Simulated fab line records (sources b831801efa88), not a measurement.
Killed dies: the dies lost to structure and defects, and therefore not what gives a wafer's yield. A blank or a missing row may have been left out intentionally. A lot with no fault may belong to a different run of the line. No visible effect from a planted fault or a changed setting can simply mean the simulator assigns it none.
Chamber matching    flow sky130    SKY_FIELD_ISO_CMP_27 on cmp-02 has 4 sister chambers
The step polishes, stops on Si3N4, t overpolish 16 s, target thk 457.8 nm. 16 wafers are shown with their chamber, then 8 later ones without.

EACH WAFER AND ITS CHAMBER
wafer   chamber  motorCurrentA (A)  overpolishRunS (s)  timeToEndpointS (s)
L628.2  1        10.7               16.004              116
L628.4  3        13.6               16.007              113
L628.5  2        11.5               16.010              113
L631.1  2        11.9               16.009              113
L631.2  1        10.7               16.005              112
L631.6  3        13.3               16.000              111
L632.1  1        10.8               16.006              109
L632.2  2        11.8               16.003              111
L632.3  0        12.3               15.984              108
L644.1  3        13.4               15.999              115
L644.5  1        11.5               16.010              107
L644.6  0        12.0               15.991              108
L646.1  1        11.1               16.004              109
L646.4  3        13.6               15.985              112
L646.5  0        12.2               16.002              111
L647.1  1        11.4               16.003              106

SIGNATURES (means of the wafers above)
reading          chamber 0  chamber 1  chamber 2  chamber 3  scatter within a chamber
motorCurrentA    12.167     11.033     11.733     13.475     0.264
overpolishRunS   15.99233   16.00533   16.00733   15.99775   0.00632
timeToEndpointS  109.00     109.83     112.33     112.75     2.65
Rule: a wafer's distance from a chamber is the root of the sum, over the readings, of the square of ((its reading less the chamber's mean) divided by the reading's scatter). If the next closest chamber is less than 2 further off than the closest, the wafer can't be placed; otherwise it belongs to the closest. The scatter is the square root of a quotient: the sum, over the shown wafers, of each reading's squared deviation from its chamber's mean, divided by wafers minus chambers.

WAFERS WITH NO CHAMBER GIVEN
wafer   motorCurrentA (A)  overpolishRunS (s)  timeToEndpointS (s)
L647.2  13.3               16.005              114
L647.3  12.0               16.005              111
L650.1  12.0               16.017              107
L650.4  12.2               16.011              110
L650.6  11.2               16.012              108
L651.2  12.7               16.000              109
L651.5  13.2               15.997              107
L651.6  12.0               15.998              115

WHICH CHAMBER EACH ONE RAN IN
wafer   from the rows above           in truth
L647.2  3                             3
L647.3  can't be placed: 2 or 0       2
L650.1  can't be placed: 2 or 0 or 1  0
L650.4  can't be placed: 2 or 0       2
L650.6  can't be placed: 1 or 2       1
L651.2  can't be placed: 0 or 3 or 2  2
L651.5  can't be placed: 3 or 0       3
L651.6  can't be placed: 2 or 0       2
Correctly placed: 1 of 8. Cannot be placed on the basis of these rows: 7; the candidates contain the true chamber in 7. 0 placed wrongly.
